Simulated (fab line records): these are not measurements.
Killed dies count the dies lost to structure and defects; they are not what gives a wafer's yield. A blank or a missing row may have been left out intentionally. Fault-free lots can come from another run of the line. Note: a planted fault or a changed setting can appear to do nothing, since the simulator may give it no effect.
Which of the tools did it? | flow sfq-line | 7 lots, 21 wafers sampled, at 5 steps of a route of 325

== WHAT THE GAUGES SHOWED, per wafer ==
SFQ_I0_OVL_MEAS_908.
lot  | measured     | on         | I0_OVL (nm)
L583 | day 13 16:47 | overlay-01 | -1 3 -10
L586 | day 14 20:39 | overlay-02 | -6 0 -3
L588 | day 15 01:27 | overlay-01 | 1 7 5
L590 | day 15 17:03 | overlay-01 | 7 5 -3
L594 | day 17 01:34 | overlay-02 | 1 -1 1
L602 | day 26 09:15 | overlay-01 | 5 9 4
L604 | day 27 04:34 | overlay-02 | -4 -1 6

== EACH LOT AND THE TOOL THAT RAN IT (in order: tool; ch and the chambers of the sampled wafers; start) ==
lot  | SFQ_TRILAYER_L0_CAP_PECVD_011   | SFQ_TRILAYER_L0_VIA_BARC_OPEN_VIA_ETCH_021 | SFQ_TRILAYER_L0_VIA_ETCH_VIA_ETCH_016 | SFQ_TRILAYER_M0_BARC_OPEN_METAL_ETCH_031
L583 | pecvd-03 ch 1,2, day 4 08:52    | rie-diel-01 ch 0,1,3, day 7 22:07          | rie-diel-01 ch 0,1,3, day 7 22:09     | rie-metal-02 ch 0,1, day 12 03:54
L586 | pecvd-01 ch 1,2, day 5 03:53    | rie-diel-02 ch 1,2,3, day 9 04:13          | rie-diel-02 ch 1,2,3, day 9 04:15     | rie-metal-03 ch 0,1, day 13 13:17
L588 | pecvd-03 ch 0,2, day 5 17:05    | rie-diel-02 ch 2,3, day 9 13:49            | rie-diel-02 ch 2,3, day 9 13:51       | rie-metal-02 ch 0,1, day 14 08:35
L590 | pecvd-04 ch 0,1, day 6 11:02    | rie-diel-02 ch 0,2, day 10 12:37           | rie-diel-02 ch 0,2, day 10 12:39      | rie-metal-02 ch 0, day 15 09:25
L594 | pecvd-03 ch 0,1,2, day 7 11:09  | rie-diel-03 ch 0,2,3, day 11 19:30         | rie-diel-03 ch 0,2,3, day 11 19:32    | rie-metal-03 ch 0,1, day 16 17:57
L602 | pecvd-01 ch 0,1,2, day 9 13:27  | rie-diel-01 ch 1,2, day 14 06:08           | rie-diel-01 ch 1,2, day 14 06:10      | rie-metal-02 ch 0,1, day 19 13:17
L604 | pecvd-04 ch 0,1,2, day 10 01:27 | rie-diel-03 ch 0,1,3, day 14 20:13         | rie-diel-03 ch 0,1,3, day 14 20:16    | rie-metal-01 ch 0,1, day 20 14:37
- SFQ_TRILAYER_L0_CAP_PECVD_011: deposits SiO2 from SiH4/N2O, time 13.333 s, target thk 60 nm.
- SFQ_TRILAYER_L0_VIA_BARC_OPEN_VIA_ETCH_021: etches BARC in O2, target depth 125 nm, time 41.7 s.
- SFQ_TRILAYER_L0_VIA_ETCH_VIA_ETCH_016: etches SiO2 in CHF3, stops on MoNx KI, target depth 80 nm.
- SFQ_TRILAYER_M0_BARC_OPEN_METAL_ETCH_031: etches BARC in O2, target depth 125 nm, time 41.7 s.

== THE ANSWER, worked out from the rows above alone ==
Rule: what is usual is taken from the lots themselves. Put in order of their means at a reading, lots are off if they are a third of the lots or fewer, leave a main group of 4 or more, and stand apart from it by a gap of 3 or more times the standard deviation of the main group's means; of several such gaps the widest counts. A main group is skipped when, at the precision printed for the reading in the tables above, its means are all equal. Also off: a lot with no number at a reading for which 4 or more lots have one. Where the step has rows for the other lots, those lots are counted as sound.
No lot is off at any reading shown: from this, nothing can be told.

== WHAT THE SIMULATOR HAD PUT IN ==
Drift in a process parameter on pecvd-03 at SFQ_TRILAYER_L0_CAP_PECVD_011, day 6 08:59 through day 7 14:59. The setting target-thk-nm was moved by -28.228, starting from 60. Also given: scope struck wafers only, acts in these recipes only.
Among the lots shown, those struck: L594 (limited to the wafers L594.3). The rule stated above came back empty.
